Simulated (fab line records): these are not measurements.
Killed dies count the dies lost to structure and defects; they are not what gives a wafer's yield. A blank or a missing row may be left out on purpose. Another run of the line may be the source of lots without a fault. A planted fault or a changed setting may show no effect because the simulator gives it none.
A lot that was struck, set against a sound lot    flow gf180mcu    14 steps out of a route of 602
Sound: the wafers L378.1, L378.3, L378.4. Struck: wafers L388.1, L388.2, L388.3. The cause is named last.
For every step that has rows: the tool of each side, followed by ch and its chambers, followed by its first start. Under that, the readings that differ: sound wafers    struck wafers    difference of the means    sigmas: that difference in standard deviations of wafers without a fault.
alike: readings whose means differ by less than 2 such deviations, and words and numbers that are the same on both sides. not compared: withheld readings, readings that some wafer has no value for, bounds like >300 that may hide the same value, and numbers for which the record gives no deviation and whose values overlap.
A row with sigmas, a row that says differs or no value, or rows on one side alone: a step with any of these is where the two part. Numbers that don't overlap but have no deviation are shown without sigmas and don't part them. A reading that every wafer of one side lacks parts them only if that side has two wafers or more.

GF_CONTACT_OVL_MEAS_15:
  sound: overlay-01 at day 18 05:28; struck: overlay-01 at day 21 20:25
  alike: CONTACT_OVL
GF_CONTACT_ETCH_16: etches BARC in N2/H2.
  sound on rie diel-03 ch 1,2,3, day 18 05:29; struck on rie diel-03 ch 0,1,2, day 21 20:27
  alike: drypump motor current A, oes product au, throttle valve pct
GF_CONTACT_ETCH_17: etches SiO2 in C4F8/O2/Ar, stops on CoSi2, target depth 860 nm.
  sound on rie diel-03 ch 1,2,3; struck on rie diel-03 ch 0,1,2
  alike: oes product au
GF_CONTACT_STRIP_18: strips in O2/N2.
  sound on plasma asher-01 ch 0,1, day 18 05:40; struck on plasma asher-02 ch 0,1, day 21 20:37
  alike: drypump motor current A, heater power w, oes product au
  not compared: rf hours counter h
then, 3 steps without rows for these wafers: GF_CONTACT_CLEAN_19 (cleans in SPM); GF_CONTACT_CLEAN_20 (cleans in DIW); GF_CONTACT_CLEAN_21 (cleans in dHF, time 20 s).
GF_CONTACT_SPUTTER_22: material Ti, target thk 15 nm, time 80.02 s.
  sound: pvd sputter-01 at day 18 05:58; struck: pvd sputter-02 at day 21 20:55
  alike: substrate temp c, throttle valve pct
then, 1 step without rows for these wafers: GF_CONTACT_SPUTTER_23 (material TiN, target thk 10 nm, time 40 s).
GF_CONTACT_CVD_24: deposits W, target thk 300 nm, time 90.339 s.
  sound on cvd w-02 ch 0,1, day 18 06:04; struck on cvd w-01 ch 0,1, day 21 21:01
  alike: heater power w
GF_CONTACT_RS_MEAS_25: a four-point-probe measurement.
  sound: film metro-03 at day 18 06:10; struck: film metro-01 at day 21 21:07
reading                sound              struck             difference  sigmas
CONTACT_W_RS (ohm/sq)  0.383 0.388 0.384  0.377 0.379 0.376  -0.008      -2
GF_CONTACT_THK_MEAS_26: measures by xrf.
  sound: film metro-03 at day 18 06:17; struck: film metro-01 at day 21 21:14
reading             sound        struck       difference  sigmas
CONTACT_W_THK (nm)  304 301 304  312 313 313  +10         +2
GF_CONTACT_CMP_27: polishes, stops on SiO2, t overpolish 15 s, target thk 0 nm.
  sound on cmp-01 ch 0,2,3, day 18 06:21; struck on cmp-02 ch 0,2,3, day 21 21:18
reading                  sound                 struck             difference  sigmas
head pressure psi (psi)  3.504 3.493 3.503     1.294 1.293 1.296  -2.206      -99 or more
motor current A (A)      11.8 10.2 10.0        6.6 6.3 6.4        -4.2        -6
overpolish run s (s)     14.996 14.984 15.004  0.044 0.034 0.044  -14.954     -99 or more
time to endpoint s (s)   77.2 73.9 74.5        115.5 115.2 115.9  +40.3       +16
  alike: slurry filter dp kPa
GF_PASSIVATION_PROBE_99:
  the record has rows for the sound wafers here (prober-01, day 30 19:19) and none for the struck ones

## WHERE THEY PART
Last at GF_PASSIVATION_PROBE_99 as far as this record goes, first at GF_CONTACT_RS_MEAS_25.

WHY: whatever the simulator had introduced
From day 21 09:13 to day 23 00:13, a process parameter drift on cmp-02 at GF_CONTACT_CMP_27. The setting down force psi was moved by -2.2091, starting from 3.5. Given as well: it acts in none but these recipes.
